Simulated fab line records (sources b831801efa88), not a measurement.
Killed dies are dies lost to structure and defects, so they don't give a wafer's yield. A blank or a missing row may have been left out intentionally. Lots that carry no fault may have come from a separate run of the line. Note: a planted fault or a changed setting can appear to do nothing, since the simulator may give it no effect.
Matching of chambers + flow gf180mcu + cmp-02 running GF_V4_CMP_26: 4 sister chambers
The step polishes, stops on SiO2, t overpolish 15 s, target thk 0 nm. 4 wafers are shown with their chamber, then 7 later ones without.

== EACH WAFER AND ITS CHAMBER ==
| wafer  | chamber | motorCurrentA (A) |
|--------|---------|-------------------|
| L251.4 | 1       | 9.2               |
| L263.2 | 3       | 8.7               |
| L268.4 | 0       | 12.1              |
| L268.5 | 2       | 9.9               |

== WAFERS MISSING THEIR CHAMBER ==
| wafer  | motorCurrentA (A) |
|--------|-------------------|
| L268.6 | 9.5               |
| L272.2 | 11.8              |
| L272.5 | 12.3              |
| L272.6 | 9.2               |
| L274.4 | 9.7               |
| L274.5 | 11.5              |
| L274.6 | 9.2               |

== WHICH CHAMBER EACH ONE RAN IN ==
| wafer  | from the rows above          | in truth |
|--------|------------------------------|----------|
| L268.6 | can't be placed: 1 or 2 or 3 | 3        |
| L272.2 | 0                            | 0        |
| L272.5 | 0                            | 0        |
| L272.6 | can't be placed: 1 or 3      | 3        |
| L274.4 | can't be placed: 2 or 1      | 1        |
| L274.5 | 0                            | 0        |
| L274.6 | can't be placed: 1 or 3      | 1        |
3 of 7 placed correctly. These rows do not allow placing 4 (true chamber among the candidates in 4). Placed wrongly: 0.
How it was worked out, from the rows above alone: a wafer's distance from a chamber is the root of the sum, over the readings, of the square of ((its reading less the chamber's mean) divided by the reading's scatter). The wafer belongs to the nearest chamber; if the next one is less than 2 further off, it can't be placed. For every chamber, the mean is computed from those of its wafers that are shown. The scatter: root of mean squared gap, hidden wafer to nearest shown wafer, with one shown wafer a chamber.
